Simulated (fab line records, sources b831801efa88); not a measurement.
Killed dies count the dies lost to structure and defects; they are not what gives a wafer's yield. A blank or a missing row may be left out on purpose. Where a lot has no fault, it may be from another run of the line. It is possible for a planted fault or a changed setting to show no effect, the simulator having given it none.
A struck lot beside a sound one -- flow gf180mcu -- 15 steps out of a route of 602
Sound: these wafers, L179.1, L179.3, L179.4. Struck: wafer L170.3. (L170.5 of the same lot was not struck and is left out.) The cause comes at the end.
Order at every step that has rows: each side's tool, ch and its chambers, its first start. Under that, the readings that differ: sound wafers -- struck wafers -- difference of the means -- sigmas: that difference in standard deviations of wafers without a fault.
alike: same words and numbers on both sides, and readings whose means sit less than 2 such deviations apart. not compared: any withheld reading, any reading some wafer has no value for, any bound like >300 that may hide the same value, and any number with overlapping values for which the record gives no deviation.
The two part at a step that has a row with sigmas, a row that says differs or no value, or rows on one side only. Non-overlapping numbers with no deviation appear without sigmas and do not part them. A reading missing from all wafers of one side parts the sides only when that side holds two or more wafers.

GF_V2_OVL_MEAS_15:
  struck on overlay-01, day 23 07:10; sound on overlay-01, day 26 07:31
  alike: V2_OVL
then, 1 step without rows for these wafers: GF_V2_ETCH_16 (etches BARC in N2/H2).
GF_V2_ETCH_17: etches SiO2 in C4F8/O2/Ar, stops on TiN, target depth 630 nm.
  sound on rie_diel-04 ch 0,1,2; struck on rie_diel-01 ch 2
  alike: oes_product_au
GF_V2_STRIP_18: strips in O2/N2.
  sound on plasma_asher-03 ch 0,1, day 26 07:40; struck on plasma_asher-01 ch 0, day 23 07:22
reading,sound,struck,difference,sigmas
drypump_motor_current_A (A),5.0 5.0 5.0,5.7,+0.7,+2
  alike: heater_power_w, oes_product_au, platen_temp_c
  not compared: rf_hours_counter_h
then, 2 steps without rows for these wafers: GF_V2_STRIP_19 (strips in post etch residue remover, time 1200 s); GF_V2_CLEAN_20 (cleans in DIW).
GF_V2_SPUTTER_21: material Ti, target thk 15 nm, time 80.02 s.
  struck on pvd_sputter-04, day 23 08:13; sound on pvd_sputter-04, day 26 08:13
  alike: throttle_valve_pct
then, 1 step without rows for these wafers: GF_V2_SPUTTER_22 (material TiN, target thk 10 nm, time 40 s).
GF_V2_CVD_23: deposits W, target thk 350 nm, time 104.94 s.
  sound on cvd_w-02 ch 0,1, day 26 08:19; struck on cvd_w-02 ch 1, day 23 08:21
  alike: chamber_pressure_Torr, heater_power_outer_w, heater_power_w
GF_V2_RS_MEAS_24: a four-point-probe measurement.
  struck on film_metro-01, day 23 08:28; sound on film_metro-03, day 26 08:25
  alike: V2_W_RS
GF_V2_THK_MEAS_25: measures by xrf.
  struck on film_metro-01, day 23 08:34; sound on film_metro-03, day 26 08:32
  alike: V2_W_THK
then, 1 step without rows for these wafers: GF_V2_CMP_26 (polishes, stops on SiO2, t overpolish 15 s, target thk 0 nm).
GF_M3_SPUTTER_00: material Ti, target thk 37.5 nm, time 150 s.
  struck on pvd_sputter-03, day 23 08:54; sound on pvd_sputter-03, day 26 08:54
reading,sound,struck,difference,sigmas
model.Ti_of_M3_SPUTTER_00.thk_nm (nm),37.41 37.41 37.53,31.68,-5.77,
  alike: throttle_valve_pct
GF_M3_SPUTTER_01: material TiN, target thk 30 nm, time 25 s.
  struck on pvd_sputter-03, day 23 09:00; sound on pvd_sputter-03, day 26 09:00
  alike: throttle_valve_pct
GF_PASSIVATION_PROBE_99:
  sound wafers here have rows in the record (prober-01, day 33 18:23); struck ones have none

== WHERE THEY PART ==
Earliest at GF_V2_STRIP_18; latest, in this record, at GF_PASSIVATION_PROBE_99.

WHY: the cause the simulator had injected
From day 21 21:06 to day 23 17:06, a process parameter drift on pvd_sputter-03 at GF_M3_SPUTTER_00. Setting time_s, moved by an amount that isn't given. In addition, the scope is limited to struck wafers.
